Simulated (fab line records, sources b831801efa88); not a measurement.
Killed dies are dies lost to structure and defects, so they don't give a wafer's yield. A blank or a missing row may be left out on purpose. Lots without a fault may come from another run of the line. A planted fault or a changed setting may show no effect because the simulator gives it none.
fab line records | flow sky130
record lots=5 wafers=15 last_day=50
route steps=708 shown POLY_GATE@218 LDD_N@237 LDD_P@255 PAD_OPEN@708
lots that met no fault: from a run of the same line without faults
start_h: hours from the record's first day to the start of the lot's first wafer shown | wait_h: hours since the lot's step before | " the same as in the row above | L1.1+2: a row that stands for several wafers | - no value, or no start given | * or withheld: withheld | < > ~ a bound
route shown NAME@n: a module of which the file shows steps, and the number in the route of the first | usual: mean/standard deviation of fault-free wafers | same: alike in all rows | chamber/n: place in a boat | sites: the reading at each site | _std_site: their standard deviation | _edge_site: outer sites' mean less inner sites' | radius_mm: how far each site lies from the wafer's centre | mask NAME#n: copy n | behind: the tool/chamber that last shaped the wafer | hold: why the lot was held/for how many hours/how that ended | device: the transistor (n, p or np) that didn't switch | end of line: the same wafers' tests at the end of the route | a step without rows: its recipe alone | killed: dies lost to structure and defects at the first sort, not the wafer's yield | map: a wafer's dies, x killed, . not, _ none there
set.NAME: the setting as run; set.NAME@STEP: as run at that earlier step | model.NAME: the simulator's own value behind a step, which no gauge read
lots at some steps of the route; a table a step, a row a wafer
services: from which hour (start_h, from the record's first day; less than 0 if before it) a tool's chamber was out of use, for how many hours, and why
## steps
# step SKY_POLY_GATE_THK_MEAS_04
# recipe reads=Si3N4_of_POLY_GATE_CVD_03
# usual POLY_GATE_CVD_03_THK=74.8/0.66
# columns lot.wafer tool chamber start_h wait_h POLY_GATE_CVD_03_THK[nm]
L706.1 film_metro-03 - 363.10 0.0 75.2
L706.3 " - " " 75.4
L706.6 " - " " 75.5
L714.2 film_metro-01 - 438.72 0.1 76.2
L714.5 " - " " 75.9
L714.6 " - " " 75.7
L717.1 film_metro-04 - 455.68 0.0 75.7
L717.2 " - " " 75.2
L717.3 " - " " 75.7
L722.1 film_metro-01 - 501.11 0.0 75.1
L722.2 " - " " 75.0
L722.4 " - " " 74.9
L724.3 film_metro-01 - 518.38 0.0 75.2
L724.4 " - " " 75.6
L724.5 " - " " 75.0
# step SKY_POLY_GATE_DEHYDRATE_05
# recipe temp_c=200 time_s=60
# step SKY_POLY_GATE_HMDS_06
# recipe prime_time_s=60 prime_temp_c=120
# step SKY_POLY_GATE_COAT_07
# recipe resist=BARC temp_c=withheld time_s=withheld spin_rpm=3000 resist_thk_nm=110
# step SKY_POLY_GATE_COAT_08
# recipe resist=KrF-thick spin_rpm=3000 resist_thk_nm=450
# step SKY_POLY_GATE_SOFTBAKE_09
# recipe temp_c=100 time_s=87.27 resist=KrF-thick
# step SKY_POLY_GATE_EXPOSE_10
# recipe mask_id=P1M na=0.68 source_shape=conventional sigma_outer=0.6 target_cd_nm=150 dose_mj=28
# step SKY_POLY_GATE_PEB_11
# recipe peb_temp_c=withheld peb_time_s=withheld resist=KrF-thick
# step SKY_POLY_GATE_DEVELOP_12
# recipe develop_time_s=60 resist=KrF-thick dev_temp_c=21
# step SKY_POLY_GATE_CD_MEAS_13
# recipe target_cd_nm=150
# usual cd_nm=150.2/1.5
# columns lot.wafer tool chamber start_h wait_h cd_nm
L706.1 cd_sem-02 - 391.56 - 147.9
L706.3 " - " " 149.3
L706.6 " - " " 148.7
L714.2 cd_sem-02 - 469.28 - 148.2
L714.5 " - " " 149.4
L714.6 " - " " 148.3
L717.1 cd_sem-01 - 486.46 - 150.3
L717.2 " - " " 149.7
L717.3 " - " " 151.1
L722.1 cd_sem-02 - 532.15 - 152.1
L722.2 " - " " 151.6
L722.4 " - " " 151.8
L724.3 cd_sem-01 - 549.05 - 149.9
L724.4 " - " " 149.4
L724.5 " - " " 150.2
# step SKY_POLY_GATE_OVL_MEAS_14
# usual POLY_GATE_OVL=-3/5.6
# columns lot.wafer tool chamber start_h wait_h POLY_GATE_OVL[nm]
L706.1 overlay-02 - 391.68 0.1 3
L706.3 " - " " -1
L706.6 " - " " -1
L714.2 overlay-02 - 469.38 0.1 -4
L714.5 " - " " -14
L714.6 " - " " -5
L717.1 overlay-01 - 486.58 0.1 -5
L717.2 " - " " -2
L717.3 " - " " -3
L722.1 overlay-01 - 532.27 0.1 -3
L722.2 " - " " 3
L722.4 " - " " -5
L724.3 overlay-02 - 549.14 0.1 0
L724.4 " - " " 1
L724.5 " - " " 5
# step SKY_POLY_GATE_ETCH_15
# recipe chemistry=N2/H2 target=BARC ion_energy_ev=200 source_w=500 bias_w=100 pressure_mtorr=30 n2_flow_sccm=100 h2_flow_sccm=200 stop_on=SiO2 time_s=118.5 target_depth_a=1100
# usual bias_w=100.00/0.29 drypump_motor_current_A=5.7/0.37 n2_flow_sccm=100.0/0.32 oes_product_au=0.715/0.0043 throttle_valve_pct=13.212/0.0097
# columns lot.wafer tool chamber start_h wait_h bias_w drypump_motor_current_A n2_flow_sccm oes_product_au rf_hours_counter_h throttle_valve_pct
L706.1 rie_diel-01 2 391.71 0.0 100.39 5.4 100.2 0.721 87 13.208
L706.3 " 3 " " 100.29 5.5 100.1 0.717 6 13.209
L706.6 " 0 " " 100.08 5.7 100.3 0.716 - 13.211
L714.2 rie_diel-02 3 469.41 0.0 100.38 5.3 99.9 0.716 5 13.209
L714.5 " 1 " " 99.97 5.8 99.4 0.720 - 13.213
L714.6 " 2 " " 100.12 6.1 100.2 0.718 - 13.200
L717.1 rie_diel-03 1 486.61 0.0 99.78 5.8 100.2 0.720 1 13.225
L717.2 " 0 " " 99.97 6.0 100.3 0.723 3 13.213
L717.3 " 3 " " 100.16 4.9 99.8 0.718 2 13.214
L722.1 rie_diel-02 0 532.31 0.0 99.90 6.3 100.3 0.720 19 13.204
L722.2 " 2 " " 99.93 6.1 99.9 0.720 0 13.232
L722.4 " 1 " " 99.91 5.7 99.5 0.719 35 13.195
L724.3 rie_diel-03 1 549.16 0.0 99.76 5.8 100.3 0.714 2 13.216
L724.4 " 2 " " 100.06 6.3 100.2 0.714 1 13.208
L724.5 " 2 " " 100.18 6.3 100.2 0.717 - 13.238
# step SKY_POLY_GATE_ETCH_16
# recipe stop_on=poly-Si chemistry=CH3F/O2 target=Si3N4 source_w=400 bias_w=80 pressure_mtorr=25 ch3f_flow_sccm=40 O2_flow_sccm=30 time_s=147.5 target_depth_a=750
# usual O2_flow_sccm=30.00/0.1 bias_w=80.02/0.26 ch3f_flow_sccm=39.99/0.12 drypump_motor_current_A=5.7/0.36 oes_product_au=0.640/0.0055 throttle_valve_pct=10.535/0.0091
# columns lot.wafer tool chamber start_h wait_h O2_flow_sccm bias_w ch3f_flow_sccm drypump_motor_current_A oes_product_au rf_hours_counter_h throttle_valve_pct
L706.1 rie_diel-01 2 391.80 0.0 29.96 80.29 39.91 5.4 0.643 87 10.548
L706.3 " 3 " " 30.13 80.31 40.03 5.5 0.646 6 10.525
L706.6 " 0 " " 30.07 79.62 39.83 5.7 0.647 - 10.539
L714.2 rie_diel-02 3 469.50 0.0 30.06 79.71 39.84 5.3 0.643 6 10.546
L714.5 " 1 " " 30.03 80.04 39.82 5.7 0.650 - 10.520
L714.6 " 2 " " 29.90 80.45 39.94 6.1 0.646 - 10.526
L717.1 rie_diel-03 1 486.70 0.0 30.16 79.89 39.76 5.8 0.648 1 10.542
L717.2 " 0 " " 30.05 79.81 39.98 6.1 0.642 4 10.522
L717.3 " 3 " " 30.02 80.22 39.96 5.0 0.643 2 10.548
L722.1 rie_diel-02 0 532.39 0.0 29.97 79.93 40.06 6.3 0.646 19 10.543
L722.2 " 2 " " 29.91 79.74 40.04 6.1 0.639 0 10.561
L722.4 " 1 " " 30.11 80.18 40.07 5.7 0.638 35 10.522
L724.3 rie_diel-03 1 549.25 0.0 30.05 79.71 39.84 5.8 0.644 2 10.546
L724.4 " 2 " " 29.88 79.75 40.00 6.2 0.632 1 10.541
L724.5 " 2 " " 30.11 80.17 40.03 6.3 0.640 - 10.534
# step SKY_POLY_GATE_ETCH_17
# recipe target_depth_nm=180 stop_on=SiO2 over_etch_frac=0.56667 chemistry=HBr/Cl2 target=poly-Si icp_w=400 bias_w=100 pressure_mtorr=10 HBr_flow_sccm=150 Cl2_flow_sccm=50 time_s=70.5
# usual bias_w=99.99/0.29 drypump_motor_current_A=5.9/0.56 he_backside_leak_sccm=2.70/0.29 oes_product_au=0.991/0.01 throttle_valve_pct=33.684/0.0095
# columns lot.wafer tool chamber start_h wait_h bias_w drypump_motor_current_A he_backside_leak_sccm oes_product_au rf_hours_counter_h throttle_valve_pct
L706.1 rie_si-02 3 391.90 0.0 100.09 5.2 2.81 0.973 4 33.671
L706.3 " 0 " " 100.34 6.4 2.89 0.989 0 33.686
L706.6 " 3 " " 100.32 5.2 2.77 0.979 - 33.693
L714.2 rie_si-01 2 469.59 0.0 100.28 5.7 2.76 0.993 6 33.688
L714.5 " 2 " " 100.19 5.7 2.76 0.990 - 33.694
L714.6 " 1 " " 100.16 5.9 2.25 1.007 - 33.682
L717.1 rie_si-01 3 486.79 0.0 99.66 6.2 3.04 0.981 0 33.676
L717.2 " 0 " " 100.02 6.5 2.50 0.992 29 33.686
L717.3 " 2 " " 100.21 5.7 2.77 0.989 6 33.671
L722.1 rie_si-01 0 532.49 0.0 100.38 6.5 2.52 0.999 29 33.694
L722.2 " 1 " " 99.87 5.8 2.18 0.999 1 33.686
L722.4 " 3 " " 99.87 6.1 2.92 0.990 0 33.681
L724.3 rie_si-02 0 549.34 0.0 100.07 6.4 2.89 0.997 1 33.681
L724.4 " 3 " " 99.94 5.2 2.38 0.983 5 33.670
L724.5 " 0 " " 100.20 6.4 2.81 1.001 - 33.676
# step SKY_POLY_GATE_STRIP_18
# recipe chemistry=O2/N2 power_w=1400 pressure_mtorr=1500 platen_temp_c=withheld o2_flow_sccm=3000 n2_flow_sccm=300 overash_fraction=0.5
# usual drypump_motor_current_A=6.0/0.43 n2_flow_sccm=300.2/0.87 oes_product_au=0.361/0.0054 strip_time_to_endpoint_s=3.18/0.046
# columns lot.wafer tool chamber start_h wait_h drypump_motor_current_A n2_flow_sccm oes_product_au rf_hours_counter_h strip_time_to_endpoint_s
L706.1 plasma_asher-02 0 391.95 0.0 6.3 299.9 0.368 22 3.16
L706.3 " 0 " " 6.4 299.3 0.357 - 3.10
L706.6 " 0 " " 6.3 300.0 0.360 - 3.17
L714.2 plasma_asher-01 1 469.65 0.0 5.9 299.0 0.355 65 3.12
L714.5 " 1 " " 5.9 299.9 0.359 - 3.22
L714.6 " 0 " " 6.1 299.5 0.360 - 3.14
L717.1 plasma_asher-01 1 486.85 0.0 5.9 299.5 0.359 67 3.28
L717.2 " 0 " " 6.2 299.8 0.374 67 3.25
L717.3 " 1 " " 5.9 299.5 0.360 - 3.17
L722.1 plasma_asher-01 0 532.55 0.0 6.2 299.7 0.355 72 3.11
L722.2 " 1 " " 5.9 300.7 0.348 72 3.05
L722.4 " 1 " " 5.9 301.5 0.362 - 3.16
L724.3 plasma_asher-02 0 549.43 0.1 6.4 300.2 0.362 - 3.22
L724.4 " 1 " " 5.2 299.9 0.359 - 3.16
L724.5 " 0 " " 6.3 299.8 0.354 - 3.13
# step SKY_POLY_GATE_CLEAN_19
# recipe chemistry=SC1/SC2 mix=1:4:20 temp_c=70 time_s=150 dry=n2_spin
# step SKY_POLY_GATE_OXIDATION_20
# recipe temp_c=850 ambient=O2 stabilise_s=600 purge_s=300 target_thk_a=40 ox_time_s=899
# step SKY_POLY_GATE_THK_MEAS_21
# recipe reads=SiO2_of_POLY_GATE_OXIDATION_20
# usual POLY_GATE_OXIDATION_THK=3.99/0.086
# columns lot.wafer tool chamber start_h wait_h POLY_GATE_OXIDATION_THK[nm]
L706.1 film_metro-04 - 393.40 0.0 4.10
L706.3 " - " " 4.11
L706.6 " - " " 4.07
L714.2 film_metro-03 - 471.55 0.0 3.90
L714.5 " - " " 3.87
L714.6 " - " " 3.89
L717.1 film_metro-04 - 488.30 0.0 3.93
L717.2 " - " " 3.90
L717.3 " - " " 3.96
L722.1 film_metro-03 - 533.95 0.0 3.99
L722.2 " - " " 4.01
L722.4 " - " " 3.91
L724.3 film_metro-03 - 550.97 0.0 3.92
L724.4 " - " " 3.85
L724.5 " - " " 3.96
# step SKY_POLY_GATE_CD_MEAS_22
# usual cd_nm=150.0/2.7
# columns lot.wafer tool chamber start_h wait_h cd_nm
L706.1 cd_sem-02 - 393.46 0.1 145.9
L706.3 " - " " 150.8
L706.6 " - " " 146.6
L714.2 cd_sem-01 - 471.63 0.1 145.3
L714.5 " - " " 147.3
L714.6 " - " " 146.4
L717.1 cd_sem-01 - 488.36 0.1 146.8
L717.2 " - " " 146.4
L717.3 " - " " 151.9
L722.1 cd_sem-01 - 534.01 0.1 157.3
L722.2 " - " " 154.0
L722.4 " - " " 151.5
L724.3 cd_sem-01 - 551.07 0.1 148.0
L724.4 " - " " 149.0
L724.5 " - " " 151.3
# step SKY_LDD_N_DEHYDRATE_00
# recipe temp_c=200 time_s=60
# step SKY_LDD_N_HMDS_01
# recipe prime_time_s=60 prime_temp_c=120
# step SKY_LDD_N_COAT_02
# recipe resist=NOVOLAK spin_rpm=3000 resist_thk_nm=300
# step SKY_LDD_N_SOFTBAKE_03
# recipe temp_c=90 time_s=60 resist=NOVOLAK
# step SKY_LDD_N_EXPOSE_04
# recipe mask_id=NTM target_cd_nm=840 na=0.6 source_shape=conventional sigma_outer=0.6 dose_mj=110
# step SKY_LDD_N_PEB_05
# recipe temp_c=withheld time_s=* resist=NOVOLAK
# step SKY_LDD_N_DEVELOP_06
# recipe develop_time_s=60 dev_temp_c=23
# step SKY_LDD_N_OVL_MEAS_07
# usual LDD_N_OVL=-0.4/1.4
# columns lot.wafer tool chamber start_h wait_h LDD_N_OVL[nm]
L706.1 overlay-01 - 422.90 0.1 -1.3
L706.3 " - " " 0.5
L706.6 " - " " -2.5
L714.2 overlay-01 - 502.91 0.1 -0.4
L714.5 " - " " -0.7
L714.6 " - " " -1.1
L717.1 overlay-01 - 519.01 0.1 -3.0
L717.2 " - " " -1.9
L717.3 " - " " -1.3
L722.1 overlay-01 - 564.85 0.1 -2.5
L722.2 " - " " -1.7
L722.4 " - " " -2.2
L724.3 overlay-02 - 581.57 0.1 0.8
L724.4 " - " " -0.2
L724.5 " - " " 0.4
# step SKY_LDD_N_IMPLANT_08
# recipe species=As energy_kev=20 dose_cm2=7.5e+13 tilt_deg=withheld rotation_deg=23
# step SKY_LDD_N_IMPLANT_09
# recipe species=As energy_kev=19.68 dose_cm2=7.5e+13 tilt_deg=withheld rotation_deg=113
# step SKY_LDD_N_IMPLANT_10
# recipe species=As energy_kev=20 dose_cm2=7.5e+13 tilt_deg=withheld rotation_deg=203
# step SKY_LDD_N_IMPLANT_11
# recipe species=As energy_kev=20 dose_cm2=7.5e+13 tilt_deg=withheld rotation_deg=293
# step SKY_LDD_N_IMPLANT_12
# recipe species=BF2 energy_kev=50 dose_cm2=5e+12 tilt_deg=30 rotation_deg=0
# step SKY_LDD_N_IMPLANT_13
# recipe species=BF2 energy_kev=50 dose_cm2=5e+12 tilt_deg=30 rotation_deg=90
# step SKY_LDD_N_IMPLANT_14
# recipe species=BF2 energy_kev=50 dose_cm2=5e+12 tilt_deg=30 rotation_deg=180
# step SKY_LDD_N_IMPLANT_15
# recipe species=BF2 energy_kev=50 dose_cm2=5e+12 tilt_deg=30 rotation_deg=270
# step SKY_LDD_N_STRIP_16
# recipe chemistry=O2/N2 power_w=1400 pressure_mtorr=1500 platen_temp_c=withheld o2_flow_sccm=3000 n2_flow_sccm=300 overash_fraction=0.5
# usual drypump_motor_current_A=6.0/0.5 n2_flow_sccm=300.0/0.85 oes_product_au=0.407/0.0043 strip_time_to_endpoint_s=4.310/0.016
# columns lot.wafer tool chamber start_h wait_h drypump_motor_current_A n2_flow_sccm oes_product_au rf_hours_counter_h strip_time_to_endpoint_s
L706.1 plasma_asher-02 1 424.14 0.1 5.2 301.0 0.413 25 4.285
L706.3 " 0 " " 6.4 299.2 0.411 - 4.310
L706.6 " 1 " " 5.2 300.4 0.403 - 4.316
L714.2 plasma_asher-03 0 504.14 0.1 5.8 299.9 0.401 80 4.296
L714.5 " 0 " " 5.8 300.8 0.409 - 4.297
L714.6 " 1 " " 6.5 300.1 0.403 - 4.313
L717.1 plasma_asher-03 0 520.24 0.1 5.8 300.8 0.405 81 4.332
L717.2 " 1 " " 6.5 300.7 0.411 81 4.332
L717.3 " 1 " " 6.5 301.2 0.418 - 4.339
L722.1 plasma_asher-03 1 566.09 0.1 6.6 298.8 0.409 85 4.319
L722.2 " 0 " " 5.8 298.8 0.412 85 4.342
L722.4 " 1 " " 6.6 298.7 0.408 - 4.326
L724.3 plasma_asher-03 0 582.83 0.1 5.8 300.6 0.409 - 4.317
L724.4 " 1 " " 6.5 298.9 0.414 - 4.293
L724.5 " 0 " " 5.8 299.0 0.402 - 4.293
# step SKY_LDD_N_TW_MEAS_17
# usual LDD_N_TW=2571/19
# columns lot.wafer tool chamber start_h wait_h LDD_N_TW
L706.1 film_metro-01 - 424.24 0.1 2594
L706.3 " - " " 2595
L706.6 " - " " 2599
L714.2 film_metro-01 - 504.25 0.1 2584
L714.5 " - " " 2583
L714.6 " - " " 2585
L717.1 film_metro-04 - 520.34 0.1 2562
L717.2 " - " " 2544
L717.3 " - " " 2552
L722.1 film_metro-04 - 566.19 0.1 2541
L722.2 " - " " 2559
L722.4 " - " " 2544
L724.3 film_metro-02 - 582.91 0.1 2577
L724.4 " - " " 2579
L724.5 " - " " 2589
# step SKY_LDD_P_DEHYDRATE_00
# recipe temp_c=200 time_s=60
# step SKY_LDD_P_HMDS_01
# recipe prime_time_s=60 prime_temp_c=120
# step SKY_LDD_P_COAT_02
# recipe resist=NOVOLAK spin_rpm=3000 resist_thk_nm=1140
# step SKY_LDD_P_SOFTBAKE_03
# recipe temp_c=90 time_s=60 resist=NOVOLAK
# step SKY_LDD_P_EXPOSE_04
# recipe mask_id=PSDM na=0.6 source_shape=conventional sigma_outer=0.6 polarization=unpolarized target_cd_nm=380 dose_mj=138
# step SKY_PAD_OPEN_PROBE_99
# usual killed_at_M0_to_M3=43/6.6 killed_at_M4_up=3.4/1.8 killed_at_contacts=24/5.7 killed_at_front_end=15/4.2 killed_at_other=0.3/0.58 killed_dies=86/8 killed_open=46/7.2 killed_short=39/5.8
# same gross_dies=492 killed_at_back_side=0
# columns lot.wafer tool chamber start_h wait_h killed_at_M0_to_M3 killed_at_M4_up killed_at_contacts killed_at_front_end killed_at_other killed_dies killed_open killed_short
L714.2 prober-02 - 1152.33 0.1 40 5 32 31 1 109 47 44
L722.1 prober-01 - 1185.88 0.1 47 5 21 10 1 84 43 41
L722.2 prober-01 - 1185.93 0.1 30 2 21 15 1 69 36 33
L722.4 prober-01 - 1186.03 0.2 33 3 24 21 1 82 48 33
# killed by level:class
L714.2 POLY_GATE:unspecified=18 CONTACT:geometric_particle:short=10 CONTACT:geometric_particle:open=8 VIA2:geometric_particle:open=8 VIA3:geometric_particle:open=7 LI_CONTACT:geometric_particle:open=6 VIA1:geometric_particle:open=6 FIELD_ISO:geometric_particle:open=5
L722.1 VIA3:geometric_particle:open=9 VIA1:geometric_particle:short=9 VIA2:geometric_particle:open=9 LI_CONTACT:geometric_particle:open=6 CONTACT:geometric_particle:open=6 VIA1:geometric_particle:open=6 LI_CONTACT:geometric_particle:short=5 METAL2:geometric_particle:short=5
L722.2 LI_CONTACT:geometric_particle:open=7 METAL2:geometric_particle:short=6 CONTACT:geometric_particle:open=6 METAL1:geometric_particle:short=5 FIELD_ISO:geometric_particle:open=4 FIELD_ISO:geometric_particle:short=4 VIA1:geometric_particle:open=4 POLY_GATE:geometric_particle:short=3
L722.4 VIA1:geometric_particle:open=11 CONTACT:geometric_particle:open=9 POLY_GATE:geometric_particle:short=6 LI_CONTACT:geometric_particle:open=6 VIA3:geometric_particle:open=6 POLY_GATE:geometric_particle:open=5 VIA2:geometric_particle:open=5 LI_CONTACT:geometric_particle:short=4
# map L714.2 (x killed, . not)
__________....x....._________
________...........x.._______
______..x...x..........._____
_____....x..x...x........____
____...........x..........___
___.......x.........x.x....__
__..x.....x..x.....x........_
_x...xxxx.x........x........x
_............x...x.....xx.x..
_xx...x..x...x..x.....x......
_.x...xx.x......x............
_.......xx.....x.x..x........
_...x..................x.xx..
_x.......x......x....x....x..
_.xx....xx.xx..x.x..x..x.xx..
__...x...........x...x.xx..x_
___.xx...............x.....__
____..x..x.x......x...x.x.___
_____x.............x.xxxx____
______...xx..x.x...xxxxx_____
________x.x.xx.....xxx_______
__________x.x...xxxx_________
# map L722.1 (x killed, . not)
__________.........._________
________............x._______
______..x....xx....x...._____
_____...x....x...........____
____x.....x....xx..x....x.___
___...x..x......x..x...x..x__
__x....................x...x_
_.xx............x............
_......x...x.x.x.x.......x.x.
_...x..........x.............
_..x.x.x.........x.....x.....
_x.........xx...x..x......x..
_..xx....x........x...x.xx...
_..x.x....x..........x......x
_..x.....x.....x....x........
__.xx..............x...x...._
___...x.............xx...x.__
____x..x..x......x...xx...___
_____..x........x....x...____
______..........x......._____
________......xx....x._______
__________..x.x....._________
## services
# columns tool chamber start_h hours kind
rie_diel-03 2 376.11 6.8 repair
rie_si-01 1 390.92 1.0 repair
rie_si-02 1 392.72 7.9 repair
plasma_asher-01 - 413.22 0.4 repair
rie_diel-03 2 424.12 10.8 repair
rie_diel-03 - 426.59 14.6 pm
rie_diel-03 0 446.09 1.9 repair
plasma_asher-03 - 449.51 0.4 repair
rie_si-02 - 451.01 14.6 pm
rie_diel-03 3 451.54 2.9 repair
plasma_asher-03 - 461.41 14.6 pm
rie_diel-02 - 477.62 0.3 repair
plasma_asher-02 - 482.00 0.3 repair
rie_si-01 1 487.67 19.8 repair
rie_si-01 - 511.19 0.3 repair
rie_diel-03 - 517.57 0.2 repair
rie_si-01 3 518.22 9.2 repair
plasma_asher-03 - 527.25 6.4 repair
rie_diel-02 3 538.49 3.9 repair
plasma_asher-01 - 544.60 0.6 repair
rie_si-01 1 550.96 3.5 repair
rie_si-01 1 556.21 5.7 repair
rie_si-01 - 561.91 0.4 repair
plasma_asher-03 - 571.70 0.3 repair
## key
first_sign step=SKY_PAD_OPEN_PROBE_99 reading=killed_at_front_end direction=up sigmas=3.7 usual=15 struck=31
effect none on later readings
met_at SKY_POLY_GATE_ETCH_16
struck_wafers L714.2
tester_left_out L714
fault kind=chamber_particle_source tool=rie_diel-02 chamber=3 onset_h=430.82 steps=SKY_POLY_GATE_ETCH_16 rate_per_visit_cm2=0.61604 end_h=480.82
# tester_left_out: of these lots the tester's yield and bins aren't shown, on N5 and GAA mostly nor the transistor test; their killed dies are dies lost to structure and defects alone, not to doping, threshold or leakage, so they don't give the yield
